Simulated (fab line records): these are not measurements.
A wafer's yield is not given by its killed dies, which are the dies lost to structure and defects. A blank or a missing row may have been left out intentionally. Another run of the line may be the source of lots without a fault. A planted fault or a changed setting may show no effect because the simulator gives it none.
Chamber matching | flow sky130 | SKY_VIA3_CMP_24 on cmp-01 has 4 sister chambers
The step polishes, stops on SiO2, t overpolish 20 s, target thk 0 nm. 42 wafers are shown with their chamber, then 12 later ones without.

== WAFERS, EACH WITH ITS CHAMBER ==
wafer  | chamber | motorCurrentA (A) | timeToEndpointS (s) | overpolishRunS (s)
L074.1 | 2       | 10.4              | 98                  | 19.991
L074.3 | 0       | 11.1              | 91                  | 19.999
L074.6 | 0       | 11.7              | 89                  | 20.010
L075.2 | 1       | 10.9              | 88                  | 20.005
L075.5 | 3       | 11.1              | 91                  | 19.992
L075.6 | 0       | 11.7              | 90                  | 19.988
L076.2 | 0       | 11.5              | 92                  | 20.015
L076.4 | 2       | 10.3              | 93                  | 19.989
L076.5 | 1       | 10.0              | 84                  | 20.026
L077.1 | 0       | 12.0              | 90                  | 20.010
L077.4 | 1       | 10.0              | 84                  | 20.008
L077.5 | 2       | 10.1              | 89                  | 19.995
L079.4 | 2       | 10.3              | 94                  | 19.991
L079.5 | 0       | 11.7              | 91                  | 20.022
L079.6 | 3       | 10.7              | 88                  | 20.000
L080.1 | 0       | 11.7              | 91                  | 20.005
L080.3 | 1       | 10.3              | 86                  | 19.989
L080.4 | 2       | 10.4              | 94                  | 20.003
L081.1 | 3       | 11.3              | 93                  | 20.014
L081.2 | 2       | 9.8               | 95                  | 20.006
L081.3 | 1       | 9.8               | 88                  | 20.000
L083.1 | 1       | 10.2              | 89                  | 20.014
L083.2 | 2       | 10.9              | 92                  | 19.995
L083.6 | 3       | 11.3              | 88                  | 20.002
L084.2 | 1       | 10.2              | 88                  | 19.993
L084.5 | 2       | 10.5              | 92                  | 19.998
L084.6 | 1       | 10.6              | 86                  | 19.988
L085.4 | 0       | 11.1              | 92                  | 19.992
L085.5 | 2       | 10.3              | 93                  | 20.000
L085.6 | 1       | 10.6              | 88                  | 19.997
L086.3 | 2       | 10.6              | 91                  | 20.001
L086.4 | 1       | 10.3              | 85                  | 19.985
L086.5 | 0       | 11.3              | 86                  | 20.000
L087.2 | 0       | 10.9              | 93                  | 20.005
L087.4 | 2       | 10.9              | 96                  | 20.012
L087.6 | 1       | 10.4              | 95                  | 19.998
L090.2 | 3       | 11.6              | 94                  | 19.991
L090.3 | 1       | 10.8              | 90                  | 19.979
L090.4 | 2       | 10.6              | 97                  | 20.006
L092.1 | 0       | 11.7              | 90                  | 19.995
L092.4 | 2       | 9.6               | 92                  | 20.003
L092.6 | 1       | 10.3              | 88                  | 20.015

SIGNATURES, as means of the wafers listed above
reading         | chamber 0 | chamber 1 | chamber 2 | chamber 3 | scatter within a chamber
motorCurrentA   | 11.491    | 10.338    | 10.362    | 11.200    | 0.345
timeToEndpointS | 90.45     | 87.62     | 93.54     | 90.80     | 2.52
overpolishRunS  | 20.00373  | 19.99977  | 19.99923  | 19.99980  | 0.0104
Rule: distance of a wafer from a chamber = root of the sum over the readings of ((wafer's reading minus chamber's mean) / reading's scatter) squared. The wafer belongs to the nearest chamber; if the next one is less than 2 further off, it can't be placed. The scatter: take each reading less its chamber's mean, square it, sum over the shown wafers, divide by the number of wafers less the number of chambers, and take the root.

== WAFERS WITH NO CHAMBER GIVEN ==
wafer  | motorCurrentA (A) | timeToEndpointS (s) | overpolishRunS (s)
L093.3 | 10.6              | 92                  | 20.002
L093.5 | 10.6              | 93                  | 20.007
L093.6 | 10.5              | 89                  | 20.007
L094.3 | 11.3              | 89                  | 20.004
L094.4 | 11.3              | 88                  | 20.008
L094.6 | 11.5              | 89                  | 19.998
L095.1 | 10.2              | 90                  | 20.002
L095.2 | 11.4              | 89                  | 20.005
L095.6 | 9.7               | 87                  | 20.002
L096.1 | 11.6              | 94                  | 19.999
L096.4 | 10.3              | 100                 | 19.988
L096.6 | 11.8              | 97                  | 19.995

== CHAMBER TAKEN BY EACH ==
wafer  | from the rows above               | in truth
L093.3 | can't be placed: 2 or 3 or 1 or 0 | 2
L093.5 | can't be placed: 2 or 3 or 1 or 0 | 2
L093.6 | can't be placed: 1 or 2 or 3 or 0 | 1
L094.3 | can't be placed: 0 or 3           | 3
L094.4 | can't be placed: 0 or 3 or 1      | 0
L094.6 | can't be placed: 0 or 3           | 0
L095.1 | can't be placed: 1 or 2 or 3      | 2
L095.2 | can't be placed: 0 or 3           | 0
L095.6 | can't be placed: 1 or 2           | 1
L096.1 | can't be placed: 0 or 3           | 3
L096.4 | can't be placed: 2 or 3           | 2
L096.6 | can't be placed: 0 or 3 or 2      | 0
0 of 12 placed correctly. Not placeable from these rows: 12 (in 12, the candidates include the true chamber). Wrongly placed: 0.
